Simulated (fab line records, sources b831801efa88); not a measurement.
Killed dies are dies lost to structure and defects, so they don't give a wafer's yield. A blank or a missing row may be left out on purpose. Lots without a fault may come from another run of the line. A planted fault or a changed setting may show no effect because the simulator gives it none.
Which tool did it? | flow sky130 | 14 lots, 42 wafers sampled, at 4 steps of a route of 708

WHAT THE GAUGES READ, wafer by wafer
SKY_LDD_HVP_TW_MEAS_10.
lot  | measured     | on            | LDD_HVP_TW
L952 | day 22 01:20 | film_metro-02 | 464 465 463
L953 | day 22 17:47 | film_metro-04 | 457 458 456
L954 | day 23 04:31 | film_metro-03 | 455 456 455
L955 | day 23 10:23 | film_metro-04 | 30 30 30
L956 | day 23 22:51 | film_metro-04 | 30 30 30
L959 | day 25 08:32 | film_metro-03 | 456 456 453
L965 | day 27 08:47 | film_metro-04 | 454 454 455
L966 | day 27 11:32 | film_metro-02 | 466 465 465
L967 | day 27 22:59 | film_metro-04 | 454 454 456
L968 | day 28 05:57 | film_metro-03 | 454 456 456
L969 | day 28 21:01 | film_metro-04 | 455 454 455
L970 | day 29 05:54 | film_metro-04 | 456 459 458
L971 | day 29 09:01 | film_metro-02 | 463 466 464
L972 | day 29 15:26 | film_metro-02 | 466 466 465

SKY_LOCAL_INTERCONNECT_RS_MEAS_01: measures by four-point-probe.
lot  | measured     | on            | LOCAL_INTERCONNECT_TIN_RS (ohm/sq)
L952 | day 29 17:46 | film_metro-02 | 14.29 14.46 14.38
L953 | day 30 06:31 | film_metro-02 | 14.31 14.34 14.29
L954 | day 30 18:22 | film_metro-03 | 13.85 13.99 13.79
L959 | day 32 21:13 | film_metro-04 | 14.02 13.99 13.96
L965 | day 34 12:57 | film_metro-04 | 14.15 14.11 14.07
L966 | day 34 14:06 | film_metro-02 | 14.18 14.23 14.20
L967 | day 35 01:07 | film_metro-03 | 14.20 14.25 14.25
L968 | day 35 09:47 | film_metro-04 | 13.77 13.82 13.97
L969 | day 35 20:38 | film_metro-04 | 14.00 14.15 14.08
L970 | day 36 05:22 | film_metro-02 | 14.18 14.20 14.05
L971 | day 36 09:03 | film_metro-02 | 14.35 14.39 14.30
L972 | day 36 14:13 | film_metro-04 | 14.19 14.17 14.07

WHICH TOOL RAN EACH LOT (tool, then ch and the chambers of the sampled wafers, then the start)
lot  | SKY_LDD_HVP_IMPLANT_08          | SKY_SD_P_STRIP_10
L952 | implanter-03 ch 0, day 22 01:05 | plasma_asher-01 ch 0,1, day 25 23:57
L953 | implanter-01 ch 0, day 22 17:33 | plasma_asher-01 ch 0,1, day 26 13:08
L954 | implanter-03 ch 0, day 23 04:13 | plasma_asher-02 ch 0,1, day 27 02:15
L955 | implanter-01, day 23 10:08      | -
L956 | implanter-04, day 23 22:38      | -
L959 | implanter-03 ch 0, day 25 08:18 | plasma_asher-03 ch 0,1, day 29 05:51
L965 | implanter-04 ch 0, day 27 08:32 | plasma_asher-03 ch 0,1, day 31 01:00
L966 | implanter-04 ch 0, day 27 11:17 | plasma_asher-02 ch 0,1, day 31 01:59
L967 | implanter-03 ch 0, day 27 22:44 | plasma_asher-02 ch 0,1, day 31 14:32
L968 | implanter-03 ch 0, day 28 05:44 | plasma_asher-02 ch 0,1, day 31 21:32
L969 | implanter-03 ch 0, day 28 20:46 | plasma_asher-01 ch 0,1, day 32 11:26
L970 | implanter-04 ch 0, day 29 05:41 | plasma_asher-01 ch 0,1, day 32 19:40
L971 | implanter-04 ch 0, day 29 08:46 | plasma_asher-02 ch 0,1, day 32 23:33
L972 | implanter-03 ch 0, day 29 15:11 | plasma_asher-02 ch 0,1, day 33 03:35
- SKY_LDD_HVP_IMPLANT_08
- SKY_SD_P_STRIP_10: strips in O2/N2.

WHAT THE TOOLS THEMSELVES READ (means of the sampled wafers that have a number; where no wafer has one, the mark that the record gives instead)
SKY_LDD_HVP_IMPLANT_08.
lot  | tool         | beam_energy_keV | beam_on_s (s)
L952 | implanter-03 | 19.993          | 10.18
L953 | implanter-01 | 19.994          | 9.89
L954 | implanter-03 | 19.998          | 9.73
L955 | implanter-01 | -               | -
L956 | implanter-04 | -               | -
L959 | implanter-03 | 19.996          | 10.05
L965 | implanter-04 | 20.003          | 10.24
L966 | implanter-04 | 20.000          | 10.13
L967 | implanter-03 | 20.003          | 10.06
L968 | implanter-03 | 20.002          | 10.08
L969 | implanter-03 | 19.997          | 9.91
L970 | implanter-04 | 19.991          | 10.11
L971 | implanter-04 | 19.999          | 10.10
L972 | implanter-03 | 19.998          | 9.57

SKY_SD_P_STRIP_10.
lot  | tool            | drypump_motor_current_A (A) | oes_product_au (a.u.) | strip_time_to_endpoint_s (s)
L952 | plasma_asher-01 | 5.74                        | 0.619                 | 17.62
L953 | plasma_asher-01 | 5.87                        | 0.616                 | 17.50
L954 | plasma_asher-02 | 5.64                        | 0.616                 | 17.55
L959 | plasma_asher-03 | 6.16                        | 0.620                 | 17.53
L965 | plasma_asher-03 | 6.15                        | 0.612                 | 17.54
L966 | plasma_asher-02 | 5.68                        | 0.612                 | 17.51
L967 | plasma_asher-02 | 5.69                        | 0.620                 | 17.52
L968 | plasma_asher-02 | 5.64                        | 0.617                 | 17.52
L969 | plasma_asher-01 | 5.86                        | 0.617                 | 17.59
L970 | plasma_asher-01 | 5.88                        | 0.619                 | 17.53
L971 | plasma_asher-02 | 5.68                        | 0.618                 | 17.54
L972 | plasma_asher-02 | 5.63                        | 0.616                 | 17.55

THE ANSWER, worked out from the rows above alone
Rule: what is usual is taken from the lots themselves. Put in order of their means at a reading, lots are off if they are a third of the lots or fewer, leave a main group of 4 or more, and stand apart from it by a gap of 3 or more times the standard deviation of the main group's means; of several such gaps the widest counts. A main group whose means are all the same, to the digits that the tables above print for the reading, isn't used. A lot without any number at a reading at which 4 lots or more have one is off too. The other lots that the step has rows for count as sound. The gauges are gone through in route order, then the tools' own readings, and for those a lot's mean is taken as printed above. The first step at which some lot is off is used, and at that step the reading that is off furthest; a lot without a number counts as furthest.
Off: L955, L956, at SKY_LDD_HVP_TW_MEAS_10 (LDD_HVP_TW). The main group: mean 459, standard deviation 4.5.
A tool fits if, at a process step before that reading, it ran every lot that is off, and no sound lot after the first of them. The gauges at SKY_LDD_HVP_TW_MEAS_10 aren't tried: what is off there is off at SKY_LDD_HVP_IMPLANT_08 too, on other tools, and a gauge's error can't cause that. None of those tried fits.

WHAT THE SIMULATOR HAD PUT IN
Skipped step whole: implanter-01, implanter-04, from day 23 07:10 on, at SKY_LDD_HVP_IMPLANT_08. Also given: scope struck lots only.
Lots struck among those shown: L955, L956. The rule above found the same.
